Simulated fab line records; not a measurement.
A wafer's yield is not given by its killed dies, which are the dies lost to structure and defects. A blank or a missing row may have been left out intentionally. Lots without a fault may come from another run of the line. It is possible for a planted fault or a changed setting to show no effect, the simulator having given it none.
Struck lot and sound lot, side by side / flow sky130 / 14 steps out of a route of 708
Sound: wafers L447.3, L447.4, L447.6. Wafers struck: L457.3, L457.5, L457.6. The cause is given at the end.
Order at every step that has rows: each side's tool, ch and its chambers, its first start. Under that, the readings that differ: sound wafers / struck wafers / difference of the means / sigmas: that difference in standard deviations of wafers without a fault.
alike: readings whose means differ by less than 2 such deviations, and words and numbers that are the same on both sides. not compared: withheld readings, readings that some wafer has no value for, bounds like >300 that may hide the same value, and numbers for which the record gives no deviation and whose values overlap.
A row with sigmas, a row that says differs or no value, or rows on one side alone: a step with any of these is where the two part. Numbers that have no deviation but don't overlap get no sigmas and don't part them. A reading that every wafer of one side lacks parts them only if that side has two wafers or more.

first, 2 steps without rows for these wafers: SKY_METAL1_CLEAN_23 (cleans in O3/DIW); SKY_VIA1_HDPCVD_00 (deposits SiO2, target thk 1030 nm, time 171.7 s).
SKY_VIA1_THK_MEAS_01:
  sound: film-metro-03 at day 36 12:10; struck: film-metro-04 at day 38 20:26
  alike: VIA1_HDPCVD_THK
SKY_VIA1_CMP_02: polishes SiO2.
  sound on cmp-01 ch 0,1,2, day 36 12:19; struck on cmp-02 ch 2,3, day 38 20:29
  alike: motor-current-A, slurry-flow-ml-min
SKY_VIA1_BOW_MEAS_03:
  sound: film-metro-02 at day 36 12:33; struck: film-metro-02 at day 38 20:49
  alike: VIA1_BOW
then, 7 steps without rows for these wafers: SKY_VIA1_DEHYDRATE_04 (time 60 s); SKY_VIA1_HMDS_05 (prime time 60 s); SKY_VIA1_COAT_06 (resist thk 60 nm); SKY_VIA1_COAT_07 (resist thk 450 nm); SKY_VIA1_SOFTBAKE_08 (time 87.2 s); SKY_VIA1_EXPOSE_09 (exposes mask VIM, target cd 150 nm); SKY_VIA1_PEB_10.
SKY_VIA1_DEVELOP_11: develop time 60 s.
  struck on litho-track-01, day 39 21:00; sound on litho-track-02 ch 0, day 37 14:00
  no value came back on the struck wafers for chill-plate-temp-C (C), develop-time-s (s), exhaust-pa (Pa); on the sound wafers chill-plate-temp-C (C) reads 23.18 23.20 23.02
reading=model.KrF-thick_of_VIA1_COAT_07.thk-nm (nm); sound=436.4 437.1 435.9; struck=449.6 448.6 448.8; difference=+12.5; sigmas=
SKY_VIA1_CD_MEAS_12: the cd target is 150 nm.
  sound: cd-sem-01 at day 37 15:00; struck: cd-sem-01 at day 39 21:49
reading=cd-nm (nm); sound=150.0 148.4 149.1; struck=- - -; difference=no value on the struck wafers; sigmas=

WHERE THEY PART
At SKY_VIA1_DEVELOP_11 first; at SKY_VIA1_CD_MEAS_12 last (within this record only).

WHY: what had been put in by the simulator
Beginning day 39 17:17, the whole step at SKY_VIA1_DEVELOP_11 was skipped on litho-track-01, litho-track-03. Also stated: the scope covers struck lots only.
